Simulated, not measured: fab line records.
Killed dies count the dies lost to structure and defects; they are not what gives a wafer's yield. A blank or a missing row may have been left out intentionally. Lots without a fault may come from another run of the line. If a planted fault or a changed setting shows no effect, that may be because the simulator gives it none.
fab line records	flow sky130
[record] lots = 11	wafers = 33	lastDay = 50
route steps=708 shown LI_CONTACT@386 CONTACT@406 METAL1@435 PAD_OPEN@708
lots that met no fault: from a run of the same line without faults
startH: hours from the record's opening day to when the first of the lot's shown wafers began	waitH: time in hours since the lot's previous step	" unchanged from the row above	L1.1+2: several wafers, shown together as one row	- no value, or no start given	* or withheld: withheld	< > ~ a bound
route shown NAME@n: a module of which the file shows steps, and the number in the route of the first	usual: average and standard deviation across the fault-free wafers	same: alike in all rows	chamber/n: place in a boat	sites: readings site by site	_std_site: how widely they spread, as a standard deviation	_edge_site: mean of outer sites minus mean of inner sites	radiusMm: how far each site lies from the wafer's centre	mask NAME#n: copy n	behind: the most recent tool/chamber to have shaped the wafer	hold: the reason the lot was held/the length of the hold in hours/how it ended	device: which transistor (n, p or np) failed to switch	end of line: tests run on the same wafers once the route is complete	a step with no rows: only its recipe	killed: not the wafer's yield, but the dies lost to structure and defects at the first sort	map: a wafer's dies, marking killed ones x, the rest . and places with no die _
set.NAME: setting as actually run; set.NAME@STEP: the setting as run at that earlier step	model.NAME: the simulator's own value behind a step, which no gauge read
route steps across a sampled set of lots; one table per step, one row per wafer
services: when a tool's chamber went out of use (startH, in hours from the record's first day, below 0 if earlier), for how many hours, and the reason
[[steps]]
[step SKY_LI_CONTACT_CMP_24]
[recipe] stopOn = PSG	tOverpolishS = 20	downForcePsi = 3.5	platenRpm = 60	targetThkNm = 0	padVelocityMS = 0.94248
[usual] motorCurrentA = 11.2/0.97	overpolishRunS = 20.000/0.009	slurryFlowMlMin = 149.9/0.49	timeToEndpointS = 91/3.5
lot.wafer	tool	chamber	startH	waitH	motorCurrentA	overpolishRunS	slurryFlowMlMin	timeToEndpointS
L824.1	cmp-01	3	700.34	0.1	12.1	19.994	150.6	88
L824.2	"	2	"	"	11.5	19.996	149.9	87
L824.5	"	0	"	"	9.5	20.009	150.3	90
L828.4	cmp-01	2	741.39	0.0	10.6	20.005	149.1	88
L828.3	"	0	"	"	9.5	20.013	150.0	86
L828.6	"	3	"	"	12.3	19.991	149.8	91
L830.1	cmp-01	0	755.39	0.1	9.9	20.013	150.6	88
L830.3	"	2	"	"	11.1	19.996	149.3	89
L830.6	"	0	"	"	9.2	19.996	150.8	95
L832.1	cmp-01	0	776.96	0.1	9.7	20.010	150.0	86
L832.5	"	0	"	"	10.1	19.998	149.5	88
L832.6	"	1	"	"	10.2	20.013	149.8	86
L835.2	cmp-01	2	803.65	0.1	11.0	19.994	149.6	94
L835.3	"	3	"	"	12.0	20.005	150.5	92
L835.6	"	0	"	"	10.1	20.004	150.1	86
L837.2	cmp-01	3	809.54	0.0	11.9	19.993	150.0	87
L837.3	"	1	"	"	11.0	19.989	150.2	88
L837.4	"	2	"	"	11.6	20.010	150.9	84
L838.2	cmp-02	2	817.58	0.0	10.4	20.017	149.7	91
L838.1	"	3	"	"	11.8	19.986	149.4	93
L838.5	"	2	"	"	10.7	20.008	149.3	92
L840.3	cmp-02	0	827.20	0.1	12.0	19.998	149.9	94
L840.6	"	3	"	"	11.8	19.998	149.7	92
L840.5	"	0	"	"	12.4	20.002	149.5	92
L843.3	cmp-01	3	849.72	0.0	11.6	20.008	150.4	90
L843.4	"	0	"	"	9.7	19.996	150.2	89
L843.5	"	0	"	"	9.3	20.010	149.5	86
L842.4	cmp-02	2	849.96	0.1	10.3	20.010	150.0	92
L842.2	"	0	"	"	12.0	20.007	149.6	94
L842.3	"	1	"	"	11.5	20.002	150.1	96
L844.1	cmp-02	2	855.04	0.1	11.1	19.986	150.1	92
L844.2	"	0	"	"	12.5	20.007	150.3	93
L844.5	"	1	"	"	11.9	20.008	149.7	94
[step SKY_CONTACT_CVD_00]
[recipe] material = Si3N4	targetThkNm = 75	tempC = 400	timeS = withheld	rfW = 450
[usual] heaterPowerW = 739/85
lot.wafer	tool	chamber	startH	waitH	heaterPowerW
L824.1	pecvd-02	0	729.52	0.0	770
L824.2	"	2	"	"	756
L824.5	"	1	"	"	769
L828.3	pecvd-02	2	769.02	0.0	786
L828.4	"	2	"	"	637
L828.6	"	1	"	"	785
L830.1	pecvd-04	2	784.58	0.0	773
L830.3	"	0	"	"	869
L830.6	"	2	"	"	779
L832.1	pecvd-02	1	805.63	0.0	669
L832.5	"	0	"	"	830
L832.6	"	2	"	"	793
L835.2	pecvd-04	2	830.75	0.0	785
L835.3	"	0	"	"	898
L835.6	"	2	"	"	810
L837.2	pecvd-03	1	847.77	0.0	718
L837.3	"	2	"	"	689
L837.4	"	2	"	"	669
L838.1	pecvd-02	1	849.92	0.0	803
L838.2	"	2	"	"	798
L838.5	"	1	"	"	814
L840.3	pecvd-03	1	853.87	0.0	732
L840.5	"	2	"	"	586
L840.6	"	0	"	"	589
L843.3	pecvd-03	2	876.65	0.0	651
L843.4	"	2	"	"	655
L843.5	"	0	"	"	648
L842.2	pecvd-02	0	877.38	0.0	851
L842.3	"	1	"	"	802
L842.4	"	0	"	"	863
L844.1	pecvd-04	2	882.06	0.0	733
L844.2	"	0	"	"	773
L844.5	"	2	"	"	766
[step SKY_CONTACT_THK_MEAS_01]
[recipe] reads = Si3N4_of_CONTACT_CVD_00
[usual] CONTACT_CVD_00_THK = 74.5/1.1
lot.wafer	tool	chamber	startH	waitH	CONTACT_CVD_00_THK[nm]
L824.1	filmMetro-04	-	729.56	-	73.4
L824.2	"	-	"	"	74.0
L824.5	"	-	"	"	74.7
L828.3	filmMetro-04	-	769.07	-	74.1
L828.4	"	-	"	"	75.6
L828.6	"	-	"	"	76.3
L830.1	filmMetro-04	-	784.61	-	73.6
L830.3	"	-	"	"	73.5
L830.6	"	-	"	"	74.1
L832.1	filmMetro-01	-	805.67	-	73.8
L832.5	"	-	"	"	74.4
L832.6	"	-	"	"	74.9
L835.2	filmMetro-02	-	830.79	-	73.3
L835.3	"	-	"	"	73.2
L835.6	"	-	"	"	75.6
L837.2	filmMetro-02	-	847.81	-	73.9
L837.3	"	-	"	"	74.7
L837.4	"	-	"	"	74.9
L838.1	filmMetro-01	-	849.95	-	75.0
L838.2	"	-	"	"	111.6
L838.5	"	-	"	"	76.6
L840.3	filmMetro-04	-	853.92	-	73.7
L840.5	"	-	"	"	73.8
L840.6	"	-	"	"	73.5
L843.3	filmMetro-02	-	876.71	-	74.6
L843.4	"	-	"	"	75.9
L843.5	"	-	"	"	74.8
L842.2	filmMetro-04	-	877.44	-	111.9
L842.3	"	-	"	"	76.0
L842.4	"	-	"	"	75.3
L844.1	filmMetro-01	-	882.11	-	73.9
L844.2	"	-	"	"	75.2
L844.5	"	-	"	"	75.0
[step SKY_CONTACT_ETCH_18]
[recipe] target = Si3N4	chemistry = CHF3/O2	stopOn = TiN	sourceW = 600	biasW = 200	pressureMtorr = 40	chf3FlowSccm = 50	O2_flow_sccm = 5	timeS = 39	targetDepthA = 750
[usual] drypumpMotorCurrentA = 6.02/0.21	oesProductAu = 0.852/0.0083	throttleValvePct = 8.793/0.0092
lot.wafer	tool	chamber	startH	waitH	drypumpMotorCurrentA	oesProductAu	rfHoursCounterH	throttleValvePct
L824.1	rieDiel-01	3	-	-	5.90	0.850	5	8.784
L824.2	"	1	"	"	6.33	0.849	0	8.790
L824.5	"	2	"	"	5.69	0.845	-	8.794
L828.3	rieDiel-04	2	-	-	6.23	0.846	19	8.808
L828.4	"	3	"	"	6.17	0.865	12	8.795
L828.6	"	3	"	"	6.19	0.864	-	8.786
L830.1	rieDiel-04	1	-	-	6.06	0.847	0	8.801
L830.3	"	2	"	"	6.27	0.846	20	8.784
L830.6	"	0	"	"	5.53	0.851	-	8.797
L832.1	rieDiel-01	2	-	-	5.65	0.846	18	8.797
L832.5	"	1	"	"	6.33	0.856	-	8.788
L832.6	"	0	"	"	6.12	0.852	-	8.814
L835.2	rieDiel-02	2	-	-	6.01	0.841	25	8.805
L835.3	"	0	"	"	6.03	0.840	12	8.806
L835.6	"	0	"	"	6.04	0.853	-	8.808
L837.2	rieDiel-02	3	-	-	5.97	0.853	20	8.792
L837.3	"	1	"	"	5.92	0.848	0	8.805
L837.4	"	1	"	"	5.90	0.854	-	8.807
L838.1	rieDiel-01	2	-	-	5.67	0.850	19	8.803
L838.2	"	3	"	"	5.91	0.992	8	8.820
L838.5	"	1	"	"	6.34	0.862	-	8.815
L840.3	rieDiel-04	2	-	-	6.26	0.850	23	8.793
L840.5	"	2	"	"	6.27	0.851	-	8.790
L840.6	"	1	"	"	6.06	0.836	-	8.805
L843.3	rieDiel-02	1	-	-	5.91	0.850	2	8.791
L843.4	"	2	"	"	6.02	0.866	0	8.788
L843.5	"	2	"	"	5.96	0.855	-	8.786
L842.2	rieDiel-04	2	-	-	6.24	1.006	23	8.843
L842.3	"	1	"	"	6.05	0.859	4	8.795
L842.4	"	0	"	"	5.54	0.859	1	8.802
L844.1	rieDiel-02	3	-	-	5.98	0.848	21	8.795
L844.2	"	0	"	"	6.02	0.865	14	8.800
L844.5	"	1	"	"	5.90	0.850	-	8.796
[step SKY_METAL1_SPUTTER_01]
[recipe] material = TiN	targetThkNm = 20	powerW = 6500	timeS = 16.7	chamberPressurePa = 0.4
[usual] throttleValvePct = 29.5/1.1
lot.wafer	tool	chamber	startH	waitH	throttleValvePct
L824.1	pvdSputter-02	-	758.56	0.0	30.2
L824.2	"	-	"	"	30.5
L824.5	"	-	"	"	30.4
L828.3	pvdSputter-02	-	798.18	0.0	28.8
L828.4	"	-	"	"	30.5
L828.6	"	-	"	"	30.4
L830.1	pvdSputter-03	-	813.54	0.0	30.2
L830.3	"	-	"	"	29.8
L830.6	"	-	"	"	30.3
L832.1	pvdSputter-03	-	834.90	0.0	28.4
L832.5	"	-	"	"	28.1
L832.6	"	-	"	"	30.1
L835.2	pvdSputter-02	-	856.71	0.0	30.7
L835.3	"	-	"	"	28.8
L835.6	"	-	"	"	30.4
L837.2	pvdSputter-03	-	875.19	0.0	28.7
L837.3	"	-	"	"	28.2
L837.4	"	-	"	"	29.7
L838.1	pvdSputter-03	-	878.18	0.0	29.5
L838.5	"	-	"	"	30.3
L840.3	pvdSputter-01	-	882.01	0.0	29.3
L840.5	"	-	"	"	28.8
L840.6	"	-	"	"	29.2
L843.3	pvdSputter-02	-	904.60	0.0	30.3
L843.4	"	-	"	"	29.1
L843.5	"	-	"	"	28.3
L842.3	pvdSputter-01	-	904.93	0.0	31.3
L842.4	"	-	"	"	28.5
L844.1	pvdSputter-02	-	909.19	0.0	30.1
L844.2	"	-	"	"	28.1
L844.5	"	-	"	"	28.6
[step SKY_METAL1_CD_MEAS_15]
[recipe] targetCdNm = 140
[usual] cdNm = 140.2/1.5
lot.wafer	tool	chamber	startH	waitH	cdNm
L824.1	cdSem-01	-	785.25	-	140.4
L824.2	"	-	"	"	138.3
L824.5	"	-	"	"	139.6
L828.3	cdSem-02	-	824.91	-	140.0
L828.4	"	-	"	"	139.7
L828.6	"	-	"	"	140.1
L830.1	cdSem-02	-	847.27	-	141.7
L830.3	"	-	"	"	141.1
L830.6	"	-	"	"	141.1
L832.1	cdSem-02	-	857.17	-	138.7
L832.5	"	-	"	"	140.2
L832.6	"	-	"	"	138.8
L835.2	cdSem-01	-	882.29	-	140.9
L835.3	"	-	"	"	141.4
L835.6	"	-	"	"	140.2
L837.2	cdSem-02	-	901.77	-	139.0
L837.3	"	-	"	"	137.0
L837.4	"	-	"	"	138.2
L838.1	cdSem-02	-	903.87	-	139.1
L838.5	"	-	"	"	139.8
L840.3	cdSem-02	-	907.31	-	136.7
L840.5	"	-	"	"	137.0
L840.6	"	-	"	"	137.5
L843.3	cdSem-02	-	928.91	-	139.6
L843.4	"	-	"	"	140.3
L843.5	"	-	"	"	140.3
L842.3	cdSem-02	-	929.44	-	140.6
L842.4	"	-	"	"	142.2
L844.1	cdSem-02	-	934.29	-	140.5
L844.2	"	-	"	"	140.5
L844.5	"	-	"	"	141.3
[step SKY_PAD_OPEN_PROBE_99]
[usual] killed_at_M0_to_M3 = 44/6.5	killed_at_M4_up = 3.0/1.5	killedAtContacts = 25/5.1	killedAtFrontEnd = 14/4.1	killedAtOther = 0.3/0.57	killedDies = 87/9.5	killedOnRim = 17/3.9	killedOpen = 48/6.8	killedShort = 39/6.2
[same] grossDies = 492	killedAtBackSide = 0
lot.wafer	tool	chamber	startH	waitH	killed_at_M0_to_M3	killed_at_M4_up	killedAtContacts	killedAtFrontEnd	killedAtOther	killedDies	killedOnRim	killedOpen	killedShort
L832.1	prober-01	-	1148.00	0.1	42	3	25	14	1	85	13	48	36
L832.5	prober-01	-	1148.20	0.2	41	5	21	16	0	83	20	46	37
L832.6	prober-01	-	1148.25	0.2	44	4	30	8	0	86	12	48	38
L835.6	prober-02	-	1165.01	0.2	57	6	20	21	0	104	23	54	50
L837.2	prober-01	-	1178.28	0.1	44	3	34	19	1	101	23	61	39
L837.3	prober-01	-	1178.33	0.2	53	3	20	15	1	92	13	57	34
L837.4	prober-01	-	1178.38	0.2	33	1	32	12	0	78	14	46	32
L838.1	prober-01	-	1179.73	0.1	41	1	21	11	0	74	10	36	38
L838.2	prober-01	-	1179.78	0.1	39	1	436	15	1	492	96	45	36
L838.5	prober-01	-	1179.93	0.2	40	2	29	23	0	94	15	48	46
L840.5	prober-02	-	1183.75	0.2	44	5	21	11	0	81	16	49	32
L840.6	prober-02	-	1183.80	0.2	45	4	28	14	0	91	15	44	47
L842.2	prober-02	-	1196.67	0.1	46	3	432	11	0	492	96	40	43
L842.3	prober-02	-	1196.72	0.2	33	1	12	13	0	59	8	31	28
L842.4	prober-02	-	1196.77	0.2	43	3	21	14	0	81	21	47	34
// killed by level:class
L832.1 LI_CONTACT:geometricParticle:open=11 VIA1:geometricParticle:open=7 VIA3:geometricParticle:open=7 METAL1:geometricParticle:short=6 VIA3:geometricParticle:short=6 FIELD_ISO:geometricParticle:open=5 CONTACT:geometricParticle:open=5 METAL3:geometricParticle:short=5
L832.5 VIA3:geometricParticle:open=11 CONTACT:geometricParticle:short=7 LI_CONTACT:geometricParticle:open=6 METAL1:geometricParticle:short=6 CONTACT:geometricParticle:open=5 METAL1:geometricParticle:open=5 FIELD_ISO:geometricParticle:short=4 FIELD_ISO:geometricParticle:open=4
L832.6 LI_CONTACT:geometricParticle:open=12 VIA1:geometricParticle:open=9 METAL1:geometricParticle:short=8 CONTACT:geometricParticle:open=6 VIA3:geometricParticle:open=6 LI_CONTACT:geometricParticle:short=5 METAL2:geometricParticle:short=5 LOCAL_INTERCONNECT:geometricParticle:short=4
L835.6 VIA1:geometricParticle:open=12 CONTACT:geometricParticle:open=9 VIA1:geometricParticle:short=9 VIA2:geometricParticle:open=8 FIELD_ISO:geometricParticle:open=7 CONTACT:geometricParticle:short=7 FIELD_ISO:geometricParticle:short=6 METAL1:geometricParticle:short=6
L837.2 CONTACT:geometricParticle:open=14 VIA3:geometricParticle:open=11 VIA1:geometricParticle:open=9 VIA2:geometricParticle:open=7 LI_CONTACT:geometricParticle:open=5 CONTACT:geometricParticle:short=5 POLY_GATE:geometricParticle:short=4 POLY_GATE:geometricParticle:open=4
L837.3 VIA1:geometricParticle:open=13 VIA2:geometricParticle:open=10 CONTACT:geometricParticle:open=8 VIA3:geometricParticle:open=8 VIA1:geometricParticle:short=5 LI_CONTACT:geometricParticle:open=4 CONTACT:geometricParticle:short=4 METAL1:geometricParticle:short=4
L837.4 VIA1:geometricParticle:open=14 CONTACT:geometricParticle:open=12 LI_CONTACT:geometricParticle:open=8 METAL2:geometricParticle:short=6 LI_CONTACT:geometricParticle:short=5 POLY_GATE:geometricParticle:short=4 VIA1:geometricParticle:short=4 FIELD_ISO:geometricParticle:short=3
L838.1 LI_CONTACT:geometricParticle:open=7 METAL1:geometricParticle:short=7 VIA1:geometricParticle:open=7 VIA3:geometricParticle:open=6 CONTACT:geometricParticle:open=5 LOCAL_INTERCONNECT:geometricParticle:short=5 VIA2:geometricParticle:open=5 FIELD_ISO:geometricParticle:short=4
L838.2 CONTACT:areaEtch=409 LI_CONTACT:geometricParticle:open=8 CONTACT:geometricParticle:open=8 VIA3:geometricParticle:open=7 VIA2:geometricParticle:open=6 FIELD_ISO:geometricParticle:short=5 METAL1:geometricParticle:short=5 VIA1:geometricParticle:open=5
L838.5 CONTACT:geometricParticle:open=10 VIA1:geometricParticle:open=9 POLY_GATE:geometricParticle:open=6 LI_CONTACT:geometricParticle:open=6 METAL1:geometricParticle:short=6 VIA1:geometricParticle:short=6 METAL2:geometricParticle:short=6 FIELD_ISO:geometricParticle:open=5
L840.5 LI_CONTACT:geometricParticle:open=9 VIA1:geometricParticle:open=9 CONTACT:geometricParticle:open=8 VIA3:geometricParticle:open=7 METAL1:geometricParticle:short=5 METAL2:geometricParticle:short=5 METAL2:geometricParticle:open=5 VIA3:geometricParticle:short=4
L840.6 VIA1:geometricParticle:open=13 CONTACT:geometricParticle:open=11 VIA1:geometricParticle:short=7 LI_CONTACT:geometricParticle:open=5 LI_CONTACT:geometricParticle:short=5 METAL2:geometricParticle:short=5 FIELD_ISO:geometricParticle:short=4 VIA3:geometricParticle:open=4
L842.2 CONTACT:areaEtch=409 VIA3:geometricParticle:open=12 CONTACT:geometricParticle:open=9 VIA1:geometricParticle:open=7 FIELD_ISO:geometricParticle:short=6 CONTACT:geometricParticle:short=6 METAL1:geometricParticle:short=5 VIA1:geometricParticle:short=5
L842.3 CONTACT:geometricParticle:open=6 FIELD_ISO:geometricParticle:short=5 VIA2:geometricParticle:open=5 VIA2:geometricParticle:short=4 METAL1:geometricParticle:open=4 VIA1:geometricParticle:open=4 METAL1:geometricParticle:short=4 METAL2:geometricParticle:short=4
L842.4 VIA1:geometricParticle:open=9 VIA2:geometricParticle:open=8 VIA3:geometricParticle:open=8 LI_CONTACT:geometricParticle:open=7 CONTACT:geometricParticle:short=6 FIELD_ISO:geometricParticle:open=5 CONTACT:geometricParticle:open=5 METAL1:geometricParticle:short=5
[[services]]
tool	chamber	startH	hours	kind
rieDiel-01	1	677.45	1.8	repair
pvdSputter-03	-	692.84	1.3	repair
cmp-02	-	694.41	2.6	repair
pvdSputter-03	-	703.44	4.0	repair
rieDiel-02	0	722.70	2.9	repair
rieDiel-02	1	731.50	7.5	repair
cmp-02	-	732.75	6.9	pm
cmp-01	-	744.14	4.0	pm
cmp-02	-	763.45	4.6	pm
pecvd-02	-	791.28	0.6	repair
cmp-02	-	798.26	6.1	repair
cmp-02	-	801.93	0.5	repair
rieDiel-04	-	803.75	0.7	repair
rieDiel-02	1	812.84	2.3	repair
cmp-01	-	819.60	4.5	pm
cmp-01	-	840.28	1.9	repair
pecvd-02	0	842.61	6.1	repair
rieDiel-04	0	846.88	5.1	repair
cmp-02	-	857.17	2.1	repair
rieDiel-04	2	861.56	1.4	repair
pvdSputter-02	-	873.42	7.8	repair
rieDiel-02	3	879.52	4.5	repair
pvdSputter-02	-	889.55	9.2	repair
pvdSputter-03	-	892.38	5.4	repair
[[key]]
[firstSign] step = SKY_CONTACT_THK_MEAS_01	reading = CONTACT_CVD_00_THK	direction = up	sigmas = 34	usual = 74.5	struck = 111.7
[effect] step = SKY_CONTACT_ETCH_18	reading = oesProductAu	direction = up	sigmas = 18	usual = 0.852	struck = 0.999
[effect] step = SKY_PAD_OPEN_PROBE_99	reading = killedAtContacts	direction = up	sigmas = 81	usual = 25	struck = 434
[moreKillsBornAt] SKY_CONTACT_ETCH_18@rieDiel-01 = 409	SKY_CONTACT_ETCH_18@rieDiel-04 = 409
metAt SKY_CONTACT_CVD_00
struckLots L838,L842
struckWafers L838.2,L842.2
laterRowsLeftOut L838.2,L842.2
testerLeftOut L838,L842
notActingAt SKY_LI_CONTACT_CMP_24,SKY_METAL1_SPUTTER_01,SKY_METAL1_CD_MEAS_15
onsetBetween 805.63 849.92
[fault] kind = processParameterDrift	tool = pecvd-02	chamber = -	onsetH = 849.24	steps = SKY_CONTACT_CVD_00	channel = targetThkNm	offset = 37.403	shape = step	endH = 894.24	scope = struckWafersOnly	actsIn = theseRecipesOnly	stated = 75
// testerLeftOut: of these lots the tester's yield and bins aren't shown, on N5 and GAA mostly nor the transistor test; their killed dies are dies lost to structure and defects alone, not to doping, threshold or leakage, so they don't give the yield
// laterRowsLeftOut: the simulator's readings of these wafers behind a module that went badly wrong aren't trusted and aren't shown, but for the sort
